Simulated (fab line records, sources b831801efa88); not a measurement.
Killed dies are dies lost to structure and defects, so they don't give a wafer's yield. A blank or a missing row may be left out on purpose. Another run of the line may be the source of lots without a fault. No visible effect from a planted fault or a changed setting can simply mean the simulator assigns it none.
fab line records    flow sfqLine
record: lots: 7  wafers: 20  lastDay: 82
route steps=325 shown INCOMING@1 L0@3
lots with no fault: from the same line, run without faults
startH: the number of hours between the record's first day and the start of the first shown wafer of the lot    waitH: hours elapsed since this lot's preceding step    " the same as in the row above    L1.1+2: a row that stands for several wafers    - either no value or no given start    * or withheld: withheld    < > ~ a bound
route shown NAME@n: NAME is a module with steps in the file, n the number in the route of the first one    usual: the fault-free wafers' mean and standard deviation    same: alike in all rows    chamber/n: place in a boat    sites: the reading at each site    _std_site: the values' standard deviation    _edge_site: outer sites' mean less inner sites'    radiusMm: for every site, how far away it sits from the centre of the wafer    mask NAME#n: copy n    behind: the tool/chamber that last shaped the wafer    hold: why the lot went on hold/how many hours it stayed there/how the hold came to an end    device: whichever transistor did not switch (one of n, p or np)    end of line: tests of these same wafers at the route's end    where a step has no rows: the recipe by itself    killed: at the first sort, the dies lost to defects and structure; wafer yield is something else    map: the dies of a wafer, with x for killed, . for not killed, _ for no die there
set.NAME: the setting as run; set.NAME@STEP: as run at that earlier step    model.NAME: the simulator's own value behind a step, which no gauge read
certain route steps with their lots: each step a table, each wafer a row
services: the hour from which a tool's chamber was out of use, counted from the record's first day as startH (under 0 if before that day), plus the number of hours and why
== steps ==
step: SFQ_INCOMING_BOW_MEAS_900
recipe: mode: bow
usual: INCOMING_BOW: 1/6.4
lot.wafer  tool          chamber  startH  waitH  INCOMING_BOW[um]
L442.2     filmMetro-01  -        10.02   -      3
L442.4     "             -        "       "      -9
L442.5     "             -        "       "      6
L445.1     filmMetro-01  -        25.00   -      -1
L445.2     "             -        "       "      12
L445.5     "             -        "       "      0
L447.3     filmMetro-04  -        35.04   -      -7
L447.4     "             -        "       "      -8
L447.5     "             -        "       "      1
L452.1     filmMetro-01  -        60.00   -      3
L452.2     "             -        "       "      2
L452.6     "             -        "       "      -4
L453.1     filmMetro-03  -        65.00   -      3
L453.4     "             -        "       "      -4
L454.2     filmMetro-03  -        70.02   -      0
L454.5     "             -        "       "      -6
L454.6     "             -        "       "      4
L457.1     filmMetro-04  -        85.00   -      -7
L457.2     "             -        "       "      1
L457.4     "             -        "       "      5
step: SFQ_TRILAYER_INCOMING_OXIDATION_002
recipe: tempC: 1000  ambient: H2O  targetThkA: 5000  pH2oTorr: 720  oxTimeS: 4939
step: SFQ_TRILAYER_L0_DEP_SPUTTER_003
recipe: material: MoNx_KI  basePressurePa: 1.33e-06  targetThkNm: 40  powerW: 800  timeS: 100  chamberPressurePa: 0.4
usual: throttleValvePct: 29.7/0.64
lot.wafer  tool           chamber  startH  waitH  throttleValvePct
L442.2     pvdSputter-03  -        12.49   0.0    30.6
L442.4     "              -        "       "      29.7
L442.5     "              -        "       "      29.8
L445.1     pvdSputter-06  -        27.49   0.0    28.1
L445.2     "              -        "       "      29.7
L445.5     "              -        "       "      28.2
L447.3     pvdSputter-03  -        37.49   0.0    30.5
L447.4     "              -        "       "      29.9
L447.5     "              -        "       "      29.9
L452.1     pvdSputter-04  -        62.49   0.0    30.6
L452.2     "              -        "       "      31.2
L452.6     "              -        "       "      30.9
L453.1     pvdSputter-06  -        67.49   0.0    29.4
L453.4     "              -        "       "      28.8
L454.2     pvdSputter-03  -        72.49   0.0    29.0
L454.5     "              -        "       "      30.5
L454.6     "              -        "       "      29.9
L457.1     pvdSputter-03  -        87.49   0.0    29.4
L457.2     "              -        "       "      29.6
L457.4     "              -        "       "      30.6
step: SFQ_L0_RS_MEAS_901
recipe: thkMeasGauge: four-point-probe  reads: MoNx_KI_of_TRILAYER_L0_DEP_SPUTTER_003
usual: L0_MONX_KI_RS: 43.5/0.47
lot.wafer  tool          chamber  startH  waitH  L0_MONX_KI_RS[ohm/sq]
L442.2     filmMetro-01  -        12.58   0.1    44.1
L442.4     "             -        "       "      43.9
L442.5     "             -        "       "      44.0
L445.1     filmMetro-02  -        27.57   0.0    43.6
L445.2     "             -        "       "      42.8
L445.5     "             -        "       "      43.2
L447.3     filmMetro-01  -        37.60   0.1    43.6
L447.4     "             -        "       "      43.9
L447.5     "             -        "       "      43.7
L452.1     filmMetro-04  -        62.56   0.0    43.8
L452.2     "             -        "       "      43.7
L452.6     "             -        "       "      43.6
L453.1     filmMetro-02  -        67.56   0.0    42.8
L453.4     "             -        "       "      43.2
L454.2     filmMetro-02  -        72.58   0.1    43.4
L454.5     "             -        "       "      43.6
L454.6     "             -        "       "      43.4
L457.1     filmMetro-04  -        87.56   0.0    43.4
L457.2     "             -        "       "      44.0
L457.4     "             -        "       "      43.4
step: SFQ_L0_THK_MEAS_902
recipe: thkMeasGauge: xrf  reads: MoNx_KI_of_TRILAYER_L0_DEP_SPUTTER_003
usual: L0_MONX_KI_THK: 39.6/0.48
lot.wafer  tool          chamber  startH  waitH  L0_MONX_KI_THK[nm]
L442.2     filmMetro-01  -        12.69   0.1    39.4
L442.4     "             -        "       "      39.0
L442.5     "             -        "       "      39.5
L445.1     filmMetro-02  -        27.69   0.1    39.6
L445.2     "             -        "       "      40.4
L445.5     "             -        "       "      39.9
L447.3     filmMetro-01  -        37.70   0.1    39.6
L447.4     "             -        "       "      38.9
L447.5     "             -        "       "      39.6
L452.1     filmMetro-04  -        62.68   0.1    39.3
L452.2     "             -        "       "      39.2
L452.6     "             -        "       "      39.5
L453.1     filmMetro-02  -        67.68   0.1    40.3
L453.4     "             -        "       "      39.5
L454.2     filmMetro-02  -        72.69   0.1    39.5
L454.5     "             -        "       "      39.5
L454.6     "             -        "       "      39.6
L457.1     filmMetro-04  -        87.68   0.1    39.1
L457.2     "             -        "       "      39.1
L457.4     "             -        "       "      39.3
step: SFQ_TRILAYER_L0_LITHO_COAT_010
recipe: resist: BARC  spinRpm: 3000  resistThkNm: 62
step: SFQ_TRILAYER_L0_LITHO_COAT_005
recipe: resist: KrF  spinRpm: 3000  resistThkNm: 600
step: SFQ_TRILAYER_L0_LITHO_SOFTBAKE_009
recipe: tempC: withheld  timeS: withheld  resist: KrF
step: SFQ_TRILAYER_L0_LITHO_EXPOSE_006
recipe: maskId: L0  na: 0.6  sourceShape: conventional  sigmaOuter: 0.65  targetCdNm: 2000  doseMj: 14.4
step: SFQ_TRILAYER_L0_LITHO_PEB_008
recipe: pebTempC: 115  pebTimeS: 60  resist: KrF
step: SFQ_TRILAYER_L0_LITHO_DEVELOP_007
recipe: timeS: 60  resist: KrF
step: SFQ_TRILAYER_L0_BARC_OPEN_METAL_ETCH_010
recipe: maskMaterial: PR  chemistry: O2  targetDepthNm: 125  target: BARC  icpW: 600  biasW: 80  pressureMtorr: 10  timeS: 41.7
usual: biasW: 80.00/0.25  drypumpMotorCurrentA: 6.0/0.52  oesProductAu: 0.685/0.0041  runLengthS: 69.78/0.3
lot.wafer  tool         chamber  startH  waitH  biasW  drypumpMotorCurrentA  oesProductAu  rfHoursCounterH  runLengthS  model.KrF_of_TRILAYER_L0_LITHO_COAT_005.thkNm
L442.2     rieMetal-03  1        85.19   0.1    80.19  5.7                   0.684         1                69.47       517.6
L442.4     "            1        "       "      79.72  5.7                   0.684         -                69.51       517.7
L442.5     "            0        "       "      80.65  6.6                   0.692         -                69.54       519
L445.1     rieMetal-02  0        95.99   0.1    79.63  6.3                   0.687         43               70.22       523
L445.2     "            1        "       "      79.85  5.9                   0.684         200              70.50       523.5
L445.5     "            1        "       "      79.93  5.9                   0.681         -                70.18       523.7
L447.3     rieMetal-02  0        112.48  0.1    79.74  6.2                   0.688         -                69.84       522.8
L447.4     "            1        "       "      79.98  5.9                   0.689         -                69.95       524.8
L447.5     "            1        "       "      79.82  5.9                   0.684         -                70.09       523.7
L452.1     rieMetal-04  0        136.47  0.1    80.20  6.5                   0.686         23               69.59       523.3
L452.2     "            1        "       "      79.93  5.2                   0.685         19               69.35       524.3
L452.6     "            1        "       "      80.34  5.2                   0.681         -                69.48       525.2
L453.1     rieMetal-04  1        140.07  0.1    -      5.2                   0.762         20               64.15       529.7
L453.4     "            1        "       "      80.30  5.2                   0.683         -                69.38       521.3
L454.2     rieMetal-04  0        146.07  0.1    80.33  6.4                   0.682         25               69.75       524.4
L454.5     "            1        "       "      80.07  5.2                   0.689         -                69.57       522
L454.6     "            0        "       "      -      6.4                   0.763         -                64.17       529.3
L457.1     rieMetal-04  1        164.54  0.1    -      5.1                   0.758         23               64.12       527.2
L457.2     "            0        "       "      79.78  6.4                   0.687         28               69.49       520.7
L457.4     "            1        "       "      79.82  5.1                   0.683         -                69.69       519.5
step: SFQ_TRILAYER_L0_ETCH_METAL_ETCH_008
recipe: target: MoNx_KI  stopOn: SiO2  maskMaterial: PR  chemistry: SF6/O2  targetDepthNm: 50  icpW: 600  biasW: 80  pressureMtorr: 10  timeS: 25
usual: biasW: 80.01/0.24  drypumpMotorCurrentA: 6.0/0.52  oesProductAu: 0.874/0.007  runLengthS: 53.06/0.28
lot.wafer  tool         chamber  startH  waitH  biasW  drypumpMotorCurrentA  oesProductAu  rfHoursCounterH  runLengthS  model.KrF_of_TRILAYER_L0_LITHO_COAT_005.thkNm
L442.2     rieMetal-03  1        85.25   0.0    79.72  5.7                   0.866         1                52.64       475.6
L442.4     "            1        "       "      79.83  5.8                   0.864         -                52.71       476.5
L442.5     "            0        "       "      80.04  6.6                   0.871         -                53.14       478.2
L445.1     rieMetal-02  0        96.05   0.0    80.27  6.3                   0.877         43               53.30       481.7
L445.2     "            1        "       "      79.96  5.9                   0.889         200              53.43       482.1
L445.5     "            1        "       "      80.26  5.9                   0.882         -                53.64       482.2
L447.3     rieMetal-02  0        112.54  0.0    80.50  6.2                   0.871         -                53.48       481.1
L447.4     "            1        "       "      79.80  5.9                   0.868         -                53.63       483.3
L447.5     "            1        "       "      80.41  5.9                   0.876         -                53.78       482.3
L452.1     rieMetal-04  0        136.52  0.0    79.86  6.4                   0.865         23               52.92       482.1
L452.2     "            1        "       "      79.96  5.2                   0.874         19               53.13       482.6
L452.6     "            1        "       "      79.87  5.2                   0.870         -                52.99       483.8
L453.1     rieMetal-04  1        140.12  0.0    80.13  5.1                   0.880         20               53.21       488
L453.4     "            1        "       "      79.98  5.2                   0.874         -                53.01       479.5
L454.2     rieMetal-04  0        146.12  0.0    80.11  6.4                   0.876         25               52.84       483.4
L454.5     "            1        "       "      80.20  5.2                   0.871         -                52.64       480.6
L454.6     "            0        "       "      79.83  6.4                   0.882         -                53.09       487.9
L457.1     rieMetal-04  1        164.60  0.0    79.63  5.1                   0.870         23               52.67       485.6
L457.2     "            0        "       "      79.64  6.4                   0.872         28               52.99       479.6
L457.4     "            1        "       "      80.06  5.2                   0.874         -                53.05       478
step: SFQ_TRILAYER_L0_STRIP_STRIP_009
recipe: gas: O2  powerW: 200  platenTempC: 40  overashFraction: 0.65  chemistry: O2  pressureMtorr: 50
usual: drypumpMotorCurrentA: 6.0/0.51  oesProductAu: 0.997/0.0084
lot.wafer  tool         chamber  startH  waitH  drypumpMotorCurrentA  oesProductAu  rfHoursCounterH
L442.2     rieMetal-03  1        85.30   0.0    5.7                   0.997         2
L442.4     "            1        "       "      5.7                   0.997         -
L442.5     "            0        "       "      6.6                   0.991         -
L445.1     rieMetal-02  0        96.10   0.0    6.2                   1.000         43
L445.2     "            1        "       "      5.9                   1.002         200
L445.5     "            1        "       "      5.9                   0.994         -
L447.3     rieMetal-02  0        112.77  0.2    6.2                   0.994         -
L447.4     "            1        "       "      5.9                   0.996         -
L447.5     "            1        "       "      5.9                   0.993         -
L452.1     rieMetal-04  0        136.57  0.0    6.4                   0.988         24
L452.2     "            1        "       "      5.2                   0.999         19
L452.6     "            1        "       "      5.1                   0.989         -
L453.1     rieMetal-04  1        140.17  0.0    5.2                   1.008         20
L453.4     "            1        "       "      5.2                   1.003         -
L454.2     rieMetal-04  0        146.17  0.0    6.4                   0.992         25
L454.5     "            1        "       "      5.2                   1.002         -
L454.6     "            0        "       "      6.4                   0.992         -
L457.1     rieMetal-04  1        164.64  0.0    5.2                   1.000         23
L457.2     "            0        "       "      6.4                   0.999         28
L457.4     "            1        "       "      5.1                   0.997         -
== services ==
tool           chamber  startH  hours  kind
pvdSputter-03  -        -9.43   6.8    repair
rieMetal-04    1        4.28    -      clean
rieMetal-04    1        4.28    -      consumableReplace:focusRing
rieMetal-04    1        4.28    17.7   scheduledDown
rieMetal-04    1        4.28    17.7   ventCycle
rieMetal-03    0        32.94   -      clean
rieMetal-03    0        32.94   -      consumableReplace:focusRing
rieMetal-03    0        32.94   22.0   scheduledDown
rieMetal-03    0        32.94   22.0   ventCycle
pvdSputter-06  -        53.36   3.1    repair
rieMetal-03    1        55.21   -      clean
rieMetal-03    1        55.21   -      consumableReplace:focusRing
rieMetal-03    1        55.21   18.1   scheduledDown
rieMetal-04    -        83.50   0.7    repair
pvdSputter-03  -        110.62  15.2   repair
rieMetal-04    -        122.35  2.8    pm
rieMetal-03    -        128.40  0.9    repair
rieMetal-02    1        134.63  2.8    repair
rieMetal-02    0        136.72  4.3    repair
rieMetal-02    1        151.65  -      clean
rieMetal-02    1        151.65  -      consumableReplace:focusRing
rieMetal-02    1        151.65  11.9   scheduledDown
rieMetal-02    1        151.65  11.9   ventCycle
pvdSputter-03  -        163.62  2.2    repair
== key ==
firstSign: step: SFQ_TRILAYER_L0_BARC_OPEN_METAL_ETCH_010  reading: runLengthS  direction: down  sigmas: 19  usual: *  struck: *
effect: step: SFQ_TRILAYER_L0_BARC_OPEN_METAL_ETCH_010  reading: oesProductAu  direction: up  sigmas: 19  usual: 0.685  struck: 0.761
modelEffect: step: SFQ_TRILAYER_L0_BARC_OPEN_METAL_ETCH_010  value: KrF_of_TRILAYER_L0_LITHO_COAT_005.thkNm  without: 522  struck: 528.7
modelEffect: step: SFQ_TRILAYER_L0_ETCH_METAL_ETCH_008  value: KrF_of_TRILAYER_L0_LITHO_COAT_005.thkNm  without: 480.5  struck: 487.2
metAt SFQ_TRILAYER_L0_BARC_OPEN_METAL_ETCH_010
struckWafers L453.1,L454.6,L457.1
onsetBetween 136.47 140.07
fault: kind: processParameterDrift  tool: rieMetal-04  chamber: -  onsetH: 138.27  steps: SFQ_TRILAYER_L0_BARC_OPEN_METAL_ETCH_010  channel: timeS  offset: *  shape: step  endH: 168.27  scope: struckWafersOnly  actsIn: *  stated: *
